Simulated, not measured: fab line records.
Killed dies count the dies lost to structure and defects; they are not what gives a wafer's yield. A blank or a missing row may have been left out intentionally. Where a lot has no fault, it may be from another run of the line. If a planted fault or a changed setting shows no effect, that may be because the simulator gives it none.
fab line records	flow sky130
record lots=24	wafers=72	last-day=50
route steps=708 shown VT_ADJUST_NCORE@129 VT_ADJUST_PCH@150 SONOS_ONO@169 GATE_OXIDE@200 CONTACT@406
lots that met no fault: taken from a fault-free run of the same line
start-h: hours from the record's first day to the start of the lot's first wafer shown	wait-h: hours since the lot's step before	" the same as in the row above	L1.1+2: one row covering several wafers at once	- no value, or no start given	* or withheld: withheld	< > ~ a bound
route shown NAME@n: names a module that has steps shown in the file, with the first one's number in the route	usual: mean/standard deviation taken from wafers without a fault	same: alike in all rows	chamber/n: place in a boat	sites: per-site readings	_std_site: how widely they spread, as a standard deviation	_edge_site: outer sites' mean less inner sites'	radius-mm: for every site, how far away it sits from the centre of the wafer	mask NAME#n: copy n	behind: the last tool/chamber to shape the wafer	hold: cause of the lot's hold/its duration in hours/its outcome	device: the transistor (n, p or np) that didn't switch	end of line: the tests these same wafers got at the end of their route	step lacking rows: just its recipe	killed: count of dies lost to structure and defects at first sort (not the wafer's yield)	map: the dies of a wafer, with x for killed, . for not killed, _ for no die there
set.NAME: the setting that was run; set.NAME@STEP: the one run at that earlier step	model.NAME: the simulator's own value behind a step, which no gauge read
route steps across a sampled set of lots; one table per step, one row per wafer
services: the hour from which a tool's chamber was out of use, counted from the record's first day as start-h (under 0 if before that day), plus the number of hours and why
## steps
# step SKY_VT_ADJUST_NCORE_STRIP_10
# recipe chemistry=O2/N2	power-w=1400	pressure-mtorr=1500	platen-temp-c=withheld	o2-flow-sccm=3000	n2-flow-sccm=300	overash-fraction=0.5
# usual drypump-motor-current-A=5.59/0.22	n2-flow-sccm=299.9/0.88	oes-product-au=0.716/0.0049	strip-time-to-endpoint-s=14.17/0.037
lot.wafer	tool	chamber	start-h	wait-h	drypump-motor-current-A	n2-flow-sccm	oes-product-au	rf-hours-counter-h	strip-time-to-endpoint-s
L074.1	plasma-asher-04	0	179.34	0.1	6.08	298.8	0.715	5	14.14
L074.5	"	1	"	"	5.72	300.1	0.715	-	14.16
L074.6	"	0	"	"	6.08	299.7	0.713	-	14.17
L075.2	plasma-asher-02	1	191.29	0.1	5.74	300.1	0.719	36	14.16
L075.4	"	1	"	"	5.74	298.6	0.710	-	14.16
L075.6	"	1	"	"	5.72	299.2	0.722	-	14.15
L076.1	plasma-asher-01	0	199.17	0.1	5.52	300.8	0.713	51	14.18
L076.4	"	0	"	"	5.54	301.2	0.723	-	14.11
L076.5	"	0	"	"	5.52	301.5	0.720	-	14.16
L077.1	plasma-asher-01	1	200.84	0.1	5.36	300.5	0.711	52	14.11
L077.2	"	0	"	"	5.56	299.7	0.719	52	14.14
L077.3	"	1	"	"	5.42	299.6	0.713	-	14.13
L078.1	plasma-asher-02	0	207.15	0.1	5.39	301.3	0.716	38	14.15
L078.3	"	1	"	"	5.70	299.9	0.713	-	14.15
L078.4	"	0	"	"	5.36	300.6	0.724	-	14.14
L079.2	plasma-asher-02	1	217.29	0.1	5.73	299.7	0.715	39	14.17
L079.3	"	1	"	"	5.73	300.4	0.714	-	14.16
L079.4	"	0	"	"	5.37	299.8	0.710	-	14.16
L080.1	plasma-asher-01	0	226.13	0.1	5.53	301.9	0.709	54	14.22
L080.3	"	0	"	"	5.51	300.1	0.714	-	14.16
L080.5	"	0	"	"	5.54	300.0	0.723	-	14.15
L081.2	plasma-asher-04	0	227.03	0.1	6.05	299.2	0.710	11	14.12
L081.3	"	1	"	"	5.66	298.6	0.717	-	14.14
L081.4	"	0	"	"	6.11	300.1	0.721	-	14.14
L082.2	plasma-asher-02	0	234.48	0.1	5.38	300.9	0.716	41	14.24
L082.4	"	1	"	"	5.73	300.1	0.723	-	14.23
L082.5	"	1	"	"	5.74	299.8	0.715	-	14.27
L083.1	plasma-asher-04	1	241.43	0.1	5.73	301.0	0.714	12	14.20
L083.2	"	0	"	"	6.12	300.6	0.711	12	14.17
L083.6	"	1	"	"	5.70	300.7	0.717	-	14.22
L084.1	plasma-asher-04	1	250.33	0.1	5.69	298.7	0.717	13	14.16
L084.3	"	0	"	"	6.13	299.1	0.719	-	14.24
L084.4	"	1	"	"	5.74	299.0	0.717	-	14.18
L085.3	plasma-asher-02	1	255.32	0.1	5.72	299.3	0.725	-	14.17
L085.4	"	0	"	"	5.37	300.6	0.722	-	14.14
L085.5	"	0	"	"	5.39	300.4	0.710	-	14.15
L086.1	plasma-asher-02	0	260.24	0.1	5.35	300.3	0.706	43	14.15
L086.4	"	1	"	"	5.73	300.1	0.714	-	14.16
L086.6	"	1	"	"	5.74	301.3	0.708	-	14.12
L087.1	plasma-asher-01	1	268.54	0.1	5.43	299.6	0.724	58	14.16
L087.2	"	0	"	"	5.55	299.8	0.716	58	14.15
L087.5	"	1	"	"	5.45	299.8	0.704	-	14.15
L088.4	plasma-asher-02	0	277.27	0.1	5.36	299.0	0.710	-	14.16
L088.5	"	0	"	"	5.36	299.1	0.716	-	14.15
L088.6	"	1	"	"	5.72	300.3	0.712	-	14.19
L089.2	plasma-asher-01	0	283.73	0.1	5.54	298.6	0.701	60	14.14
L089.3	"	0	"	"	5.51	299.6	0.714	-	14.14
L089.6	"	0	"	"	5.56	300.8	0.717	-	14.18
L090.2	plasma-asher-01	0	290.79	0.1	5.54	299.8	0.719	60	14.20
L090.3	"	0	"	"	5.58	300.4	0.709	-	14.23
L090.4	"	1	"	"	5.48	299.9	0.720	-	14.17
L091.3	plasma-asher-04	1	307.67	0.1	5.70	300.3	0.713	-	14.17
L091.5	"	0	"	"	6.09	300.5	0.718	-	14.20
L091.6	"	1	"	"	5.69	300.9	0.715	-	14.25
L092.1	plasma-asher-02	0	312.88	0.1	5.35	299.8	0.719	49	14.20
L092.2	"	1	"	"	5.70	299.1	0.710	49	14.20
L092.4	"	0	"	"	5.36	299.6	0.710	-	14.19
L093.3	plasma-asher-01	1	326.22	0.1	5.40	301.7	0.716	-	14.18
L093.5	"	0	"	"	5.51	299.4	0.723	-	14.19
L093.6	"	1	"	"	5.40	299.5	0.715	-	14.20
L094.1	plasma-asher-02	0	330.80	0.2	5.36	300.1	0.714	51	14.14
L094.5	"	1	"	"	5.74	299.0	0.719	-	14.16
L094.6	"	0	"	"	5.36	298.7	0.712	-	14.17
L095.1	plasma-asher-02	1	331.90	0.1	5.73	300.4	0.708	51	14.14
L095.2	"	0	"	"	5.35	298.8	0.725	51	14.14
L095.3	"	0	"	"	5.36	298.9	0.708	-	14.17
L096.2	plasma-asher-02	0	337.55	0.1	5.33	299.5	0.711	51	14.13
L096.3	"	0	"	"	5.36	299.4	0.713	-	14.16
L096.6	"	1	"	"	5.70	300.7	0.717	-	14.16
L097.2	plasma-asher-01	0	349.94	0.1	5.54	299.7	0.718	66	14.20
L097.4	"	0	"	"	5.55	300.0	0.718	-	14.27
L097.6	"	1	"	"	5.38	299.5	0.719	-	14.21
# step SKY_VT_ADJUST_PCH_OVL_MEAS_07
# usual VT_ADJUST_PCH_OVL=-0.1/1.3
lot.wafer	tool	chamber	start-h	wait-h	VT_ADJUST_PCH_OVL[nm]
L074.1	overlay-02	-	222.05	-	-0.7
L074.5	"	-	"	"	-0.9
L074.6	"	-	"	"	-0.1
L075.2	overlay-02	-	234.29	-	0.3
L075.4	"	-	"	"	1.3
L075.6	"	-	"	"	0.0
L076.1	overlay-02	-	244.08	-	1.0
L076.4	"	-	"	"	1.6
L076.5	"	-	"	"	1.7
L077.1	overlay-01	-	246.20	-	2.3
L077.2	"	-	"	"	1.8
L077.3	"	-	"	"	1.2
L078.1	overlay-01	-	252.65	-	1.3
L078.3	"	-	"	"	-0.2
L078.4	"	-	"	"	0.8
L079.2	overlay-01	-	262.97	-	-1.2
L079.3	"	-	"	"	-0.9
L079.4	"	-	"	"	-2.3
L080.1	overlay-01	-	272.91	-	-0.4
L080.3	"	-	"	"	-0.5
L080.5	"	-	"	"	-1.0
L081.2	overlay-02	-	274.37	-	0.4
L081.3	"	-	"	"	1.0
L081.4	"	-	"	"	2.6
L082.2	overlay-02	-	282.57	-	-2.1
L082.4	"	-	"	"	-0.4
L082.5	"	-	"	"	-1.9
L083.1	overlay-01	-	289.76	-	-1.3
L083.2	"	-	"	"	-1.4
L083.6	"	-	"	"	-1.6
L084.1	overlay-02	-	299.20	-	-0.7
L084.3	"	-	"	"	0.1
L084.4	"	-	"	"	0.8
L085.3	overlay-02	-	304.54	-	-2.0
L085.4	"	-	"	"	0.9
L085.5	"	-	"	"	1.0
L086.1	overlay-01	-	310.01	-	-1.1
L086.4	"	-	"	"	-1.8
L086.6	"	-	"	"	-1.0
L087.1	overlay-01	-	318.48	-	-0.9
L087.2	"	-	"	"	0.4
L087.5	"	-	"	"	-0.1
L088.4	overlay-01	-	328.63	-	-0.2
L088.5	"	-	"	"	1.0
L088.6	"	-	"	"	0.4
L089.2	overlay-02	-	335.92	-	-0.3
L089.3	"	-	"	"	-0.7
L089.6	"	-	"	"	0.2
L090.2	overlay-02	-	343.09	-	0.2
L090.3	"	-	"	"	0.0
L090.4	"	-	"	"	1.0
L091.3	overlay-02	-	361.01	-	-0.8
L091.5	"	-	"	"	-1.0
L091.6	"	-	"	"	-2.7
L092.1	overlay-01	-	367.95	-	-2.7
L092.2	"	-	"	"	-1.2
L092.4	"	-	"	"	-2.2
L093.3	overlay-02	-	382.03	-	0.5
L093.5	"	-	"	"	0.0
L093.6	"	-	"	"	-0.1
L094.1	overlay-02	-	386.33	-	1.0
L094.5	"	-	"	"	1.2
L094.6	"	-	"	"	0.7
L095.1	overlay-02	-	387.63	-	1.9
L095.2	"	-	"	"	1.4
L095.3	"	-	"	"	-0.1
L096.2	overlay-02	-	393.25	-	-1.0
L096.3	"	-	"	"	1.0
L096.6	"	-	"	"	-2.1
L097.2	overlay-02	-	405.09	-	1.4
L097.4	"	-	"	"	0.4
L097.6	"	-	"	"	-0.4
# step SKY_SONOS_ONO_THK_MEAS_01
# recipe reads=SiO2_of_SONOS_ONO_OXIDATION_00
# usual SONOS_ONO_OXIDATION_THK=2.60/0.064
lot.wafer	tool	chamber	start-h	wait-h	SONOS_ONO_OXIDATION_THK[nm]
L074.1	film-metro-03	-	249.51	0.0	2.45
L074.5	"	-	"	"	2.42
L074.6	"	-	"	"	2.43
L075.2	film-metro-04	-	259.44	0.0	2.60
L075.4	"	-	"	"	2.57
L075.6	"	-	"	"	2.62
L076.1	film-metro-04	-	271.77	0.0	2.56
L076.4	"	-	"	"	2.60
L076.5	"	-	"	"	2.61
L077.1	film-metro-03	-	274.88	0.0	2.64
L077.2	"	-	"	"	2.68
L077.3	"	-	"	"	2.55
L078.1	film-metro-01	-	280.39	0.0	2.53
L078.3	"	-	"	"	2.67
L078.4	"	-	"	"	2.60
L079.2	film-metro-04	-	289.91	0.0	2.56
L079.3	"	-	"	"	2.61
L079.4	"	-	"	"	2.64
L080.1	film-metro-04	-	300.25	0.0	2.65
L080.3	"	-	"	"	2.63
L080.5	"	-	"	"	2.75
L081.2	film-metro-03	-	303.47	0.0	2.56
L081.3	"	-	"	"	2.58
L081.4	"	-	"	"	2.59
L082.2	film-metro-01	-	310.96	0.0	2.64
L082.4	"	-	"	"	2.64
L082.5	"	-	"	"	2.66
L083.1	film-metro-04	-	319.25	0.0	2.70
L083.2	"	-	"	"	2.70
L083.6	"	-	"	"	2.69
L084.1	film-metro-04	-	327.31	0.0	2.50
L084.3	"	-	"	"	2.51
L084.4	"	-	"	"	2.49
L085.3	film-metro-03	-	333.05	0.0	2.53
L085.4	"	-	"	"	2.60
L085.5	"	-	"	"	2.52
L086.1	film-metro-01	-	338.92	0.0	2.57
L086.4	"	-	"	"	2.58
L086.6	"	-	"	"	2.62
L087.1	film-metro-01	-	347.94	0.0	2.54
L087.2	"	-	"	"	2.58
L087.5	"	-	"	"	2.65
L088.4	film-metro-03	-	359.14	0.0	2.63
L088.5	"	-	"	"	2.61
L088.6	"	-	"	"	2.65
L089.2	film-metro-03	-	366.37	0.0	2.54
L089.3	"	-	"	"	2.60
L089.6	"	-	"	"	2.65
L090.2	film-metro-03	-	375.25	0.0	2.63
L090.3	"	-	"	"	2.53
L090.4	"	-	"	"	2.53
L091.3	film-metro-03	-	392.85	0.3	2.66
L091.5	"	-	"	"	2.64
L091.6	"	-	"	"	2.65
L092.1	film-metro-01	-	399.51	0.0	2.55
L092.2	"	-	"	"	2.48
L092.4	"	-	"	"	2.58
L093.3	film-metro-03	-	412.80	0.0	2.63
L093.5	"	-	"	"	2.67
L093.6	"	-	"	"	2.64
L094.1	film-metro-03	-	416.06	0.0	2.62
L094.5	"	-	"	"	2.62
L094.6	"	-	"	"	2.65
L095.1	film-metro-03	-	419.39	0.0	2.65
L095.2	"	-	"	"	2.59
L095.3	"	-	"	"	2.55
L096.2	film-metro-03	-	426.08	0.0	2.58
L096.3	"	-	"	"	2.61
L096.6	"	-	"	"	2.64
L097.2	film-metro-01	-	438.69	0.0	2.56
L097.4	"	-	"	"	2.64
L097.6	"	-	"	"	2.63
# step SKY_GATE_OXIDE_STRIP_13
# recipe chemistry=O2/N2	power-w=1400	pressure-mtorr=1500	platen-temp-c=withheld	o2-flow-sccm=3000	n2-flow-sccm=300	overash-fraction=0.5
# usual drypump-motor-current-A=5.69/0.26	n2-flow-sccm=300.2/0.95	oes-product-au=0.716/0.0045	strip-time-to-endpoint-s=14.16/0.044
lot.wafer	tool	chamber	start-h	wait-h	drypump-motor-current-A	n2-flow-sccm	oes-product-au	rf-hours-counter-h	strip-time-to-endpoint-s
L074.1	plasma-asher-04	0	305.06	0.0	6.09	300.6	0.713	18	14.13
L074.5	"	0	"	"	6.10	300.1	0.720	-	14.15
L074.6	"	1	"	"	5.72	299.3	0.712	-	14.11
L075.2	plasma-asher-01	1	315.76	0.0	5.40	300.5	0.714	63	14.22
L075.4	"	0	"	"	5.54	299.6	0.708	-	14.24
L075.6	"	1	"	"	5.45	300.3	0.718	-	14.15
L076.1	plasma-asher-01	0	327.60	0.0	5.52	299.2	0.713	64	14.12
L076.4	"	1	"	"	5.44	298.4	0.713	-	14.13
L076.5	"	0	"	"	5.56	300.1	0.720	-	14.15
L077.1	plasma-asher-01	1	332.13	0.0	5.38	300.9	0.719	65	14.15
L077.2	"	0	"	"	5.56	300.4	0.717	65	14.19
L077.3	"	1	"	"	5.38	300.4	0.714	-	14.15
L078.1	plasma-asher-04	0	338.31	0.0	6.10	299.5	0.717	20	14.20
L078.3	"	1	"	"	5.68	301.7	0.711	-	14.22
L078.4	"	0	"	"	6.12	299.3	0.717	-	14.20
L079.2	plasma-asher-02	1	349.06	0.0	5.69	301.2	0.719	52	14.15
L079.3	"	0	"	"	5.37	299.6	0.712	-	14.11
L079.4	"	1	"	"	5.70	301.7	0.713	-	14.17
L080.1	plasma-asher-04	1	358.77	0.0	5.70	300.9	0.714	22	14.21
L080.3	"	0	"	"	6.12	301.9	0.715	-	14.16
L080.5	"	1	"	"	5.73	301.8	0.714	-	14.19
L081.2	plasma-asher-01	1	362.85	0.0	5.39	300.7	0.716	68	14.12
L081.3	"	1	"	"	5.43	299.8	0.720	-	14.14
L081.4	"	0	"	"	5.54	298.3	0.715	-	14.13
L082.2	plasma-asher-01	1	370.87	0.0	5.37	299.0	0.714	68	14.15
L082.4	"	0	"	"	5.54	300.7	0.712	-	14.12
L082.5	"	1	"	"	5.37	299.5	0.715	-	14.18
L083.1	plasma-asher-02	0	379.32	0.0	5.35	300.7	0.717	55	14.17
L083.2	"	1	"	"	5.70	300.8	0.722	55	14.16
L083.6	"	1	"	"	5.71	301.4	0.716	-	14.17
L084.1	plasma-asher-04	0	388.35	0.0	6.09	299.9	0.714	25	14.08
L084.3	"	0	"	"	6.09	300.4	0.717	-	14.13
L084.4	"	1	"	"	5.75	300.3	0.711	-	14.14
L085.3	plasma-asher-04	0	395.08	0.0	6.10	301.2	0.716	-	14.12
L085.4	"	1	"	"	5.71	301.1	0.715	-	14.08
L085.5	"	0	"	"	6.06	300.1	0.722	-	14.12
L086.1	plasma-asher-04	1	403.67	0.0	5.73	300.1	0.718	26	14.14
L086.4	"	1	"	"	5.72	300.3	0.715	-	14.19
L086.6	"	0	"	"	6.07	300.8	0.719	-	14.14
L087.1	plasma-asher-04	1	412.75	0.0	5.69	301.3	0.707	27	14.16
L087.2	"	0	"	"	6.08	298.8	0.712	27	14.18
L087.5	"	0	"	"	6.07	299.7	0.721	-	14.17
L088.4	plasma-asher-02	0	423.58	0.0	5.35	299.8	0.716	-	14.15
L088.5	"	1	"	"	5.73	301.0	0.706	-	14.17
L088.6	"	0	"	"	5.33	300.0	0.717	-	14.13
L089.2	plasma-asher-02	1	430.80	0.0	5.69	299.6	0.714	62	14.16
L089.3	"	0	"	"	5.36	300.0	0.719	-	14.13
L089.6	"	0	"	"	5.37	299.5	0.731	-	14.20
L090.2	plasma-asher-02	0	455.37	0.0	5.34	299.5	0.718	65	14.24
L090.3	"	1	"	"	5.71	300.8	0.720	-	14.18
L090.4	"	0	"	"	5.37	301.4	0.717	-	14.18
L091.3	plasma-asher-04	1	460.85	0.0	5.67	299.3	0.709	-	14.17
L091.5	"	1	"	"	5.66	299.0	0.720	-	14.18
L091.6	"	0	"	"	6.11	300.2	0.708	-	14.18
L092.1	plasma-asher-04	0	467.62	0.0	6.12	299.5	0.713	33	14.15
L092.2	"	1	"	"	5.72	300.2	0.726	33	14.08
L092.4	"	0	"	"	6.11	300.1	0.728	-	14.11
L093.3	plasma-asher-01	0	480.72	0.0	5.55	299.2	0.718	-	14.19
L093.5	"	0	"	"	5.55	300.2	0.714	-	14.15
L093.6	"	1	"	"	5.44	299.6	0.714	-	14.18
L094.1	plasma-asher-01	1	481.34	0.0	5.41	298.0	0.712	77	14.27
L094.5	"	0	"	"	5.53	302.1	0.711	-	14.24
L094.6	"	1	"	"	5.40	298.6	0.720	-	14.26
L095.1	plasma-asher-02	1	485.21	0.0	5.73	300.8	0.723	68	14.27
L095.2	"	0	"	"	5.37	299.7	0.709	68	14.26
L095.3	"	0	"	"	5.34	301.1	0.714	-	14.20
L096.2	plasma-asher-04	1	492.07	0.0	5.69	300.7	0.713	36	14.11
L096.3	"	0	"	"	6.11	300.2	0.722	-	14.13
L096.6	"	1	"	"	5.70	298.8	0.719	-	14.13
L097.2	plasma-asher-04	1	504.82	0.0	5.68	299.7	0.705	36	14.17
L097.4	"	1	"	"	5.67	300.3	0.722	-	14.18
L097.6	"	1	"	"	5.71	299.4	0.707	-	14.16
# step SKY_CONTACT_CVD_00
# recipe material=Si3N4	target-thk-nm=75	temp-c=400	time-s=withheld	rf-w=450
# usual heater-power-w=706/93
lot.wafer	tool	chamber	start-h	wait-h	heater-power-w
L074.1	pecvd-03	0	701.83	0.0	740
L074.5	"	0	"	"	570
L074.6	"	1	"	"	823
L075.2	pecvd-01	0	710.65	0.0	620
L075.4	"	2	"	"	648
L075.6	"	1	"	"	704
L076.1	pecvd-04	1	726.94	0.0	765
L076.4	"	1	"	"	773
L076.5	"	0	"	"	757
L077.1	pecvd-01	1	731.20	0.0	692
L077.2	"	0	"	"	648
L077.3	"	2	"	"	676
L078.1	pecvd-03	1	749.19	0.0	909
L078.3	"	0	"	"	613
L078.4	"	0	"	"	630
L079.2	pecvd-04	1	750.74	0.0	764
L079.3	"	2	"	"	700
L079.4	"	2	"	"	707
L080.1	pecvd-01	1	758.95	0.0	634
L080.3	"	0	"	"	593
L080.5	"	2	"	"	656
L081.2	pecvd-03	0	760.29	0.0	690
L081.3	"	1	"	"	856
L081.4	"	2	"	"	701
L082.2	pecvd-01	2	767.96	0.0	649
L082.4	"	2	"	"	632
L082.5	"	2	"	"	652
L083.1	pecvd-03	1	773.39	0.0	953
L083.2	"	2	"	"	695
L083.6	"	2	"	"	695
L084.1	pecvd-01	0	779.63	0.0	591
L084.3	"	2	"	"	732
L084.4	"	0	"	"	583
L085.3	pecvd-03	2	790.54	0.0	596
L085.4	"	0	"	"	670
L085.5	"	1	"	"	798
L086.1	pecvd-03	2	795.81	0.0	673
L086.4	"	0	"	"	670
L086.6	"	2	"	"	664
L087.1	pecvd-01	0	802.28	0.0	613
L087.2	"	2	"	"	709
L087.5	"	0	"	"	626
L088.4	pecvd-03	1	812.48	0.0	837
L088.5	"	0	"	"	690
L088.6	"	2	"	"	636
L089.2	pecvd-04	1	818.32	0.0	748
L089.3	"	2	"	"	657
L089.6	"	1	"	"	742
L090.2	pecvd-04	2	841.24	0.0	661
L090.3	"	0	"	"	786
L090.4	"	1	"	"	725
L092.1	pecvd-03	0	853.83	0.0	659
L092.2	"	2	"	"	567
L092.4	"	0	"	"	663
L091.3	pecvd-04	1	856.26	0.0	723
L091.5	"	0	"	"	762
L091.6	"	1	"	"	728
L094.1	pecvd-03	0	859.78	0.0	625
L094.5	"	0	"	"	619
L094.6	"	1	"	"	882
L093.3	pecvd-04	0	861.80	0.0	810
L093.5	"	1	"	"	629
L093.6	"	2	"	"	632
L095.1	pecvd-04	0	865.73	0.0	673
L095.2	"	2	"	"	663
L095.3	"	1	"	"	647
L096.2	pecvd-01	1	870.62	0.0	678
L096.3	"	0	"	"	609
L096.6	"	1	"	"	692
L097.2	pecvd-04	0	882.44	0.0	687
L097.4	"	0	"	"	690
L097.6	"	2	"	"	712
# step SKY_CONTACT_STRIP_19
# recipe chemistry=O2/N2	power-w=1400	pressure-mtorr=1500	platen-temp-c=withheld	o2-flow-sccm=3000	n2-flow-sccm=300	overash-fraction=0.5
# usual drypump-motor-current-A=5.60/0.27	n2-flow-sccm=300.0/0.94	oes-product-au=0.381/0.0049	strip-time-to-endpoint-s=3.622/0.03
lot.wafer	tool	chamber	start-h	wait-h	drypump-motor-current-A	n2-flow-sccm	oes-product-au	rf-hours-counter-h	strip-time-to-endpoint-s
L074.1	plasma-asher-01	0	731.08	-	5.52	299.8	0.375	102	3.626
L074.5	"	0	"	"	5.55	299.8	0.376	-	3.596
L074.6	"	1	"	"	5.37	299.4	0.388	-	3.629
L075.2	plasma-asher-04	1	739.57	-	5.66	302.3	0.373	60	3.588
L075.4	"	1	"	"	5.67	302.8	0.382	-	3.638
L075.6	"	0	"	"	6.14	298.5	0.385	-	3.625
L076.1	plasma-asher-01	1	755.85	-	5.42	299.4	0.374	1	3.636
L076.4	"	1	"	"	5.45	300.1	0.383	-	3.610
L076.5	"	1	"	"	5.45	299.3	0.376	-	3.627
L077.1	plasma-asher-04	0	759.79	-	6.10	298.4	0.383	62	3.573
L077.2	"	1	"	"	5.71	297.9	0.380	62	3.603
L077.3	"	1	"	"	5.75	299.2	0.384	-	3.647
L078.1	plasma-asher-01	0	777.12	-	5.56	301.8	0.379	3	3.557
L078.3	"	0	"	"	5.54	300.8	0.378	-	3.566
L078.4	"	1	"	"	5.44	299.4	0.377	-	3.580
L079.2	plasma-asher-04	1	778.82	-	5.68	300.5	0.375	64	3.595
L079.3	"	0	"	"	6.06	300.3	0.380	-	3.576
L079.4	"	1	"	"	5.68	300.7	0.386	-	3.595
L080.1	plasma-asher-03	0	785.93	-	5.20	299.8	0.374	33	3.605
L080.3	"	1	"	"	5.92	301.6	0.382	-	3.628
L080.5	"	1	"	"	5.91	299.9	0.384	-	3.597
L081.2	plasma-asher-01	0	788.32	-	5.51	298.5	0.378	5	3.610
L081.3	"	0	"	"	5.50	299.8	0.381	-	3.653
L081.4	"	1	"	"	5.41	300.3	0.383	-	3.647
L082.2	plasma-asher-01	1	795.97	-	5.40	299.0	0.378	5	3.601
L082.4	"	1	"	"	5.38	300.7	0.387	-	3.570
L082.5	"	0	"	"	5.50	300.2	0.380	-	3.608
L083.1	plasma-asher-01	0	801.53	-	5.57	300.1	0.385	6	3.638
L083.2	"	1	"	"	5.41	299.7	0.378	6	3.616
L083.6	"	1	"	"	5.43	299.7	0.379	-	3.596
L084.1	plasma-asher-01	1	806.27	-	5.38	299.5	0.382	6	3.672
L084.3	"	1	"	"	5.43	301.3	0.377	-	3.560
L084.4	"	0	"	"	5.53	299.7	0.378	-	3.650
L085.3	plasma-asher-04	0	818.09	-	6.10	299.3	0.380	-	3.605
L085.4	"	1	"	"	5.72	300.2	0.389	-	3.659
L085.5	"	0	"	"	6.10	299.2	0.383	-	3.672
L086.1	plasma-asher-04	1	823.38	-	5.72	299.5	0.379	68	3.582
L086.4	"	0	"	"	6.08	299.1	0.376	-	3.628
L086.6	"	0	"	"	6.07	299.9	0.380	-	3.597
L087.1	plasma-asher-01	1	829.20	-	5.37	299.3	0.376	9	3.637
L087.2	"	0	"	"	5.52	299.7	0.384	9	3.598
L087.5	"	1	"	"	5.42	299.2	0.381	-	3.655
L088.4	plasma-asher-03	0	839.62	-	5.22	298.7	0.394	-	3.690
L088.5	"	1	"	"	5.90	300.5	0.387	-	3.679
L088.6	"	0	"	"	5.21	298.1	0.391	-	3.643
L089.2	plasma-asher-04	1	845.08	-	5.71	300.8	0.386	70	3.623
L089.3	"	1	"	"	5.67	301.5	0.384	-	3.650
L089.6	"	1	"	"	5.71	301.1	0.387	-	3.607
L090.2	plasma-asher-01	0	868.18	-	5.53	300.1	0.382	12	3.625
L090.3	"	1	"	"	5.41	298.6	0.386	-	3.644
L090.4	"	0	"	"	5.55	300.9	0.379	-	3.611
L092.1	plasma-asher-03	0	880.78	-	5.23	301.0	0.372	43	3.619
L092.2	"	1	"	"	5.88	300.3	0.383	43	3.644
L092.4	"	0	"	"	5.20	298.7	0.382	-	3.664
L091.3	plasma-asher-03	1	883.04	-	5.92	298.6	0.381	-	3.607
L091.5	"	1	"	"	5.91	299.0	0.378	-	3.634
L091.6	"	0	"	"	5.22	299.5	0.387	-	3.658
L094.1	plasma-asher-01	0	886.15	-	5.55	300.4	0.376	14	3.640
L094.5	"	1	"	"	5.42	301.5	0.386	-	3.660
L094.6	"	0	"	"	5.53	300.3	0.386	-	3.597
L093.3	plasma-asher-03	0	889.09	-	5.20	300.3	0.384	-	3.623
L093.5	"	1	"	"	5.90	298.6	0.383	-	3.617
L093.6	"	0	"	"	5.19	299.1	0.369	-	3.564
L095.1	plasma-asher-01	1	892.70	-	5.43	299.8	0.379	14	3.625
L095.2	"	0	"	"	5.52	300.2	0.374	14	3.587
L095.3	"	1	"	"	5.41	301.1	0.379	-	3.590
L096.2	plasma-asher-01	0	897.35	-	5.54	301.5	0.385	15	3.629
L096.3	"	0	"	"	5.56	301.1	0.386	-	3.641
L096.6	"	0	"	"	5.54	299.6	0.375	-	3.628
L097.2	plasma-asher-03	0	908.13	-	5.21	299.2	0.391	46	3.645
L097.4	"	1	"	"	5.86	300.3	0.377	-	3.637
L097.6	"	0	"	"	5.21	299.0	0.383	-	3.621
## services
tool	chamber	start-h	hours	kind
plasma-asher-02	-	157.88	2.9	repair
pecvd-03	0	171.03	21.1	repair
pecvd-03	-	173.30	2.8	pm
plasma-asher-01	-	188.37	2.8	pm
pecvd-03	-	192.87	0.9	repair
plasma-asher-01	-	207.74	0.8	repair
plasma-asher-01	-	296.79	3.3	repair
plasma-asher-04	-	308.16	14.6	pm
plasma-asher-04	-	397.59	2.8	pm
plasma-asher-04	-	419.93	4.8	repair
plasma-asher-01	-	423.35	21.8	repair
pecvd-03	-	437.42	1.8	repair
plasma-asher-04	-	499.83	2.5	repair
plasma-asher-01	-	563.99	1.2	repair
pecvd-03	0	600.56	15.9	repair
plasma-asher-02	-	612.07	2.8	pm
pecvd-03	-	643.18	6.0	pm
plasma-asher-01	-	733.75	9.0	pm
pecvd-03	-	744.71	0.3	repair
pecvd-03	-	755.10	3.3	repair
pecvd-03	-	763.06	0.7	repair
plasma-asher-01	-	770.12	3.0	repair
plasma-asher-01	-	842.92	1.7	repair
plasma-asher-01	-	873.68	4.5	repair
## key
fault none
